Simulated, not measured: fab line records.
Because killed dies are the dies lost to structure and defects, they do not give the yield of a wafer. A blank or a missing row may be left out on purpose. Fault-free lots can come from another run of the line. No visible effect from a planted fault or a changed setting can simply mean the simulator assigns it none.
fab line records -- flow sky130 -- part 2 of 2: steps 24 to 33 of 33
[record] lots = 5, wafers = 15, last_day = 50
route steps=708 shown POLY_GATE@217 LDD_N@237
lots that met no fault: taken from a fault-free run of the same line
start_h: hours from the record's opening day to when the first of the lot's shown wafers began -- wait_h: how many hours have passed since the lot's step before this one -- " same as the row above -- L1.1+2: several wafers, shown together as one row -- - no value, or no start was given -- * or withheld: withheld -- < > ~ a bound
route shown NAME@n: names a module that has steps shown in the file, with the first one's number in the route -- usual: mean/standard deviation of fault-free wafers -- same: alike in all rows -- chamber/n: place in a boat -- sites: readings site by site -- _std_site: the standard deviation of these -- _edge_site: the outer-site mean with the inner-site mean subtracted -- radius_mm: how far each site lies from the wafer's centre -- mask NAME#n: copy n -- behind: the last tool/chamber to shape the wafer -- hold: why the lot was held/for how many hours/how that ended -- device: which transistor (n, p or np) failed to switch -- end of line: the route-end tests of the same wafers -- for a step that has no rows: nothing shown but its recipe -- killed: dies that structure and defects cost at the first sort, which is not the same as the wafer's yield -- map: a wafer's dies, x killed, . not, _ none there
set.NAME: the setting the step ran with; set.NAME@STEP: the setting that earlier step ran with -- model.NAME: the simulator's own value behind a step, which no gauge read
lots seen at some steps along the route; tables by step, rows by wafer
services: from which hour (start_h, from the record's first day; less than 0 if before it) a tool's chamber was out of use, for how many hours, and why
[[steps]]
[step SKY_LDD_N_SOFTBAKE_03]
[recipe] temp_c = 90, time_s = 60, resist = NOVOLAK
[usual] resist_line_temp_C = 23.03/0.1
lot.wafer,tool,chamber,start_h,wait_h,resist_line_temp_C
L075.2,litho_track-01,0,397.36,0.1,22.98
L075.4,litho_track-01,0,397.36,0.1,23.02
L075.6,litho_track-01,0,397.36,0.1,22.94
L076.3,litho_track-01,0,405.33,0.1,23.00
L076.4,litho_track-01,0,405.33,0.1,22.98
L076.5,litho_track-01,0,405.33,0.1,22.90
L089.3,litho_track-03,0,546.66,0.1,23.20
L089.5,litho_track-03,0,546.66,0.1,23.21
L089.6,litho_track-03,0,546.66,0.1,23.08
L092.1,litho_track-04,0,557.64,0.1,22.91
L092.5,litho_track-04,0,557.64,0.1,22.99
L092.6,litho_track-04,0,557.64,0.1,22.78
L095.1,litho_track-03,0,579.41,0.1,23.10
L095.4,litho_track-03,0,579.41,0.1,23.18
L095.6,litho_track-03,0,579.41,0.1,23.09
[step SKY_LDD_N_EXPOSE_04]
[recipe] mask_id = NTM, target_cd_nm = 840, na = 0.6, source_shape = conventional, sigma_outer = 0.6, dose_mj = 110
[usual] focus_offset_nm = 0.0/0.55
lot.wafer,tool,chamber,start_h,wait_h,mask,focus_offset_nm
L075.2,iline_stepper-01,0,-,-,NTM#0,-0.3
L075.4,iline_stepper-01,0,-,-,NTM#0,-0.7
L075.6,iline_stepper-01,0,-,-,NTM#0,-0.2
L076.3,iline_stepper-02,0,-,-,NTM#0,0.8
L076.4,iline_stepper-02,0,-,-,NTM#0,-0.4
L076.5,iline_stepper-02,0,-,-,NTM#0,-0.4
L089.3,iline_stepper-01,0,-,-,NTM#0,1.0
L089.5,iline_stepper-01,0,-,-,NTM#0,0.6
L089.6,iline_stepper-01,0,-,-,NTM#0,0.8
L092.1,iline_stepper-01,0,-,-,NTM#0,-0.5
L092.5,iline_stepper-01,0,-,-,NTM#0,-0.2
L092.6,iline_stepper-01,0,-,-,NTM#0,0.5
L095.1,iline_stepper-02,0,-,-,NTM#0,0.1
L095.4,iline_stepper-02,0,-,-,NTM#0,0.7
L095.6,iline_stepper-02,0,-,-,NTM#0,-0.7
[step SKY_LDD_N_PEB_05]
[recipe] temp_c = withheld, time_s = *, resist = NOVOLAK
[usual] resist_line_temp_C = *
lot.wafer,tool,chamber,start_h,wait_h,resist_line_temp_C
L075.2,litho_track-01,0,-,-,*
L075.4,litho_track-01,0,-,-,*
L075.6,litho_track-01,0,-,-,*
L076.3,litho_track-01,0,-,-,*
L076.4,litho_track-01,0,-,-,*
L076.5,litho_track-01,0,-,-,*
L089.3,litho_track-03,0,-,-,*
L089.5,litho_track-03,0,-,-,*
L089.6,litho_track-03,0,-,-,*
L092.1,litho_track-04,0,-,-,*
L092.5,litho_track-04,0,-,-,*
L092.6,litho_track-04,0,-,-,*
L095.1,litho_track-04,0,-,-,*
L095.4,litho_track-04,0,-,-,*
L095.6,litho_track-04,0,-,-,*
[step SKY_LDD_N_DEVELOP_06]
[recipe] develop_time_s = 60, dev_temp_c = 23
[usual] resist_line_temp_C = 23.01/0.11
lot.wafer,tool,chamber,start_h,wait_h,resist_line_temp_C
L075.2,litho_track-01,0,412.96,0.1,22.96
L075.4,litho_track-01,0,412.96,0.1,22.86
L075.6,litho_track-01,0,412.96,0.1,23.01
L076.3,litho_track-01,0,419.63,0.1,22.98
L076.4,litho_track-01,0,419.63,0.1,22.99
L076.5,litho_track-01,0,419.63,0.1,23.04
L089.3,litho_track-03,0,561.06,0.1,23.15
L089.5,litho_track-03,0,561.06,0.1,23.04
L089.6,litho_track-03,0,561.06,0.1,23.16
L092.1,litho_track-04,0,573.09,0.1,22.93
L092.5,litho_track-04,0,573.09,0.1,23.07
L092.6,litho_track-04,0,573.09,0.1,22.93
L095.1,litho_track-04,0,593.94,0.1,22.97
L095.4,litho_track-04,0,593.94,0.1,22.79
L095.6,litho_track-04,0,593.94,0.1,22.92
[step SKY_LDD_N_OVL_MEAS_07]
[usual] LDD_N_OVL = 0.5/1.3
lot.wafer,tool,chamber,start_h,wait_h,LDD_N_OVL[nm]
L075.2,overlay-02,-,413.09,0.1,0.1
L075.4,overlay-02,-,413.09,0.1,-1.8
L075.6,overlay-02,-,413.09,0.1,-0.1
L076.3,overlay-02,-,419.74,0.1,0.9
L076.4,overlay-02,-,419.74,0.1,1.1
L076.5,overlay-02,-,419.74,0.1,0.5
L089.3,overlay-02,-,561.17,0.1,0.7
L089.5,overlay-02,-,561.17,0.1,1.0
L089.6,overlay-02,-,561.17,0.1,-2.0
L092.1,overlay-02,-,573.24,0.1,-0.2
L092.5,overlay-02,-,573.24,0.1,-0.9
L092.6,overlay-02,-,573.24,0.1,1.4
L095.1,overlay-01,-,594.09,0.1,0.5
L095.4,overlay-01,-,594.09,0.1,0.7
L095.6,overlay-01,-,594.09,0.1,-0.2
[step SKY_LDD_N_IMPLANT_08]
[recipe] species = As, energy_kev = 20, dose_cm2 = 7.5e+13, tilt_deg = withheld, rotation_deg = 23
[usual] rotation_deg = 23.000/0.018
lot.wafer,tool,chamber,start_h,wait_h,rotation_deg
L075.2,implanter-01,0,413.14,0.0,23.015
L075.4,implanter-01,0,413.14,0.0,22.999
L075.6,implanter-01,0,413.14,0.0,22.984
L076.3,implanter-01,0,419.82,0.1,23.022
L076.4,implanter-01,0,419.82,0.1,23.014
L076.5,implanter-01,0,419.82,0.1,23.013
L089.3,implanter-01,0,561.25,0.1,23.005
L089.5,implanter-01,0,561.25,0.1,22.983
L089.6,implanter-01,0,561.25,0.1,23.003
L092.1,implanter-02,0,573.28,0.0,23.049
L092.5,implanter-02,0,573.28,0.0,22.998
L092.6,implanter-02,0,573.28,0.0,22.991
L095.1,implanter-02,0,594.13,0.0,23.014
L095.4,implanter-02,0,594.13,0.0,23.023
L095.6,implanter-02,0,594.13,0.0,22.995
[step SKY_LDD_N_IMPLANT_09]
[recipe] species = As, energy_kev = 20, dose_cm2 = 7.662e+13, tilt_deg = withheld, rotation_deg = 113
[usual] rotation_deg = 113.00/0.031
lot.wafer,tool,chamber,start_h,wait_h,rotation_deg
L075.2,implanter-01,0,413.29,0.1,112.99
L075.4,implanter-01,0,413.29,0.1,112.96
L075.6,implanter-01,0,413.29,0.1,113.01
L076.3,implanter-01,0,419.97,0.1,113.01
L076.4,implanter-01,0,419.97,0.1,113.08
L076.5,implanter-01,0,419.97,0.1,112.99
L089.3,implanter-01,0,561.40,0.1,112.99
L089.5,implanter-01,0,561.40,0.1,112.99
L089.6,implanter-01,0,561.40,0.1,113.02
L092.1,implanter-02,0,573.43,0.1,113.01
L092.5,implanter-02,0,573.43,0.1,113.00
L092.6,implanter-02,0,573.43,0.1,112.96
L095.1,implanter-02,0,594.28,0.1,113.08
L095.4,implanter-02,0,594.28,0.1,113.01
L095.6,implanter-02,0,594.28,0.1,113.04
[step SKY_LDD_N_IMPLANT_10]
[recipe] species = As, energy_kev = 20, dose_cm2 = 7.5e+13, tilt_deg = withheld, rotation_deg = 203
[usual] rotation_deg = 203.00/0.042
lot.wafer,tool,chamber,start_h,wait_h,rotation_deg
L075.2,implanter-01,0,413.44,0.1,203.01
L075.4,implanter-01,0,413.44,0.1,203.00
L075.6,implanter-01,0,413.44,0.1,203.01
L076.3,implanter-01,0,420.12,0.1,203.02
L076.4,implanter-01,0,420.12,0.1,203.03
L076.5,implanter-01,0,420.12,0.1,203.02
L089.3,implanter-01,0,561.55,0.1,203.03
L089.5,implanter-01,0,561.55,0.1,202.99
L089.6,implanter-01,0,561.55,0.1,203.04
L092.1,implanter-02,0,573.58,0.1,203.00
L092.5,implanter-02,0,573.58,0.1,203.01
L092.6,implanter-02,0,573.58,0.1,202.99
L095.1,implanter-02,0,594.43,0.1,203.02
L095.4,implanter-02,0,594.43,0.1,203.10
L095.6,implanter-02,0,594.43,0.1,203.02
[step SKY_LDD_N_IMPLANT_11]
[recipe] species = As, energy_kev = 20, dose_cm2 = 7.5e+13, tilt_deg = withheld, rotation_deg = 293
[usual] rotation_deg = 293.01/0.055
lot.wafer,tool,chamber,start_h,wait_h,rotation_deg
L075.2,implanter-01,0,413.59,0.1,293.05
L075.4,implanter-01,0,413.59,0.1,293.01
L075.6,implanter-01,0,413.59,0.1,293.08
L076.3,implanter-01,0,420.27,0.1,292.95
L076.4,implanter-01,0,420.27,0.1,293.08
L076.5,implanter-01,0,420.27,0.1,293.07
L089.3,implanter-01,0,561.70,0.1,293.01
L089.5,implanter-01,0,561.70,0.1,292.91
L089.6,implanter-01,0,561.70,0.1,292.93
L092.1,implanter-02,0,573.73,0.1,292.97
L092.5,implanter-02,0,573.73,0.1,293.07
L092.6,implanter-02,0,573.73,0.1,292.97
L095.1,implanter-02,0,594.58,0.1,293.02
L095.4,implanter-02,0,594.58,0.1,293.00
L095.6,implanter-02,0,594.58,0.1,292.98
[step SKY_LDD_N_IMPLANT_12]
[recipe] species = BF2, energy_kev = 50, dose_cm2 = 5e+12, tilt_deg = 30, rotation_deg = 0
[usual] rotation_deg = -0.004/0.019
lot.wafer,tool,chamber,start_h,wait_h,rotation_deg
L075.2,implanter-01,0,413.74,0.1,0.003
L075.4,implanter-01,0,413.74,0.1,0.019
L075.6,implanter-01,0,413.74,0.1,-0.029
L076.3,implanter-01,0,420.42,0.1,-0.014
L076.4,implanter-01,0,420.42,0.1,-0.018
L076.5,implanter-01,0,420.42,0.1,0.001
L089.3,implanter-01,0,561.85,0.1,-0.011
L089.5,implanter-01,0,561.85,0.1,-0.039
L089.6,implanter-01,0,561.85,0.1,-0.031
L092.1,implanter-02,0,573.88,0.1,-0.024
L092.5,implanter-02,0,573.88,0.1,-0.031
L092.6,implanter-02,0,573.88,0.1,-0.005
L095.1,implanter-02,0,594.73,0.1,-0.009
L095.4,implanter-02,0,594.73,0.1,0.000
L095.6,implanter-02,0,594.73,0.1,0.005
[[services]]
tool,chamber,start_h,hours,kind
implanter-01,-,332.45,1.0,repair
krf_scanner-01,-,334.15,0.6,repair
lpcvd-02,-,334.34,14.6,pm
krf_scanner-01,-,340.12,1.3,pm
krf_scanner-01,-,346.49,1.0,pm
rie_si-02,1,356.39,7.8,repair
rie_diel-03,3,364.49,15.7,repair
rie_diel-02,-,371.18,4.3,pm
implanter-02,-,374.15,1.2,repair
krf_scanner-01,-,379.94,4.4,pm
krf_scanner-01,-,386.99,0.2,repair
rie_diel-03,1,394.21,4.1,repair
rie_diel-03,-,420.62,2.8,pm
implanter-01,-,424.22,1.9,repair
krf_scanner-01,-,427.17,0.6,repair
krf_scanner-01,-,433.76,10.7,repair
rie_diel-02,2,466.10,14.7,repair
rie_diel-03,2,474.47,3.4,repair
krf_scanner-01,-,481.23,0.8,pm
rie_diel-03,0,493.39,7.2,repair
rie_diel-03,1,505.25,6.2,repair
krf_scanner-01,-,515.49,1.0,pm
implanter-02,-,518.53,4.0,pm
implanter-02,-,561.56,4.1,repair
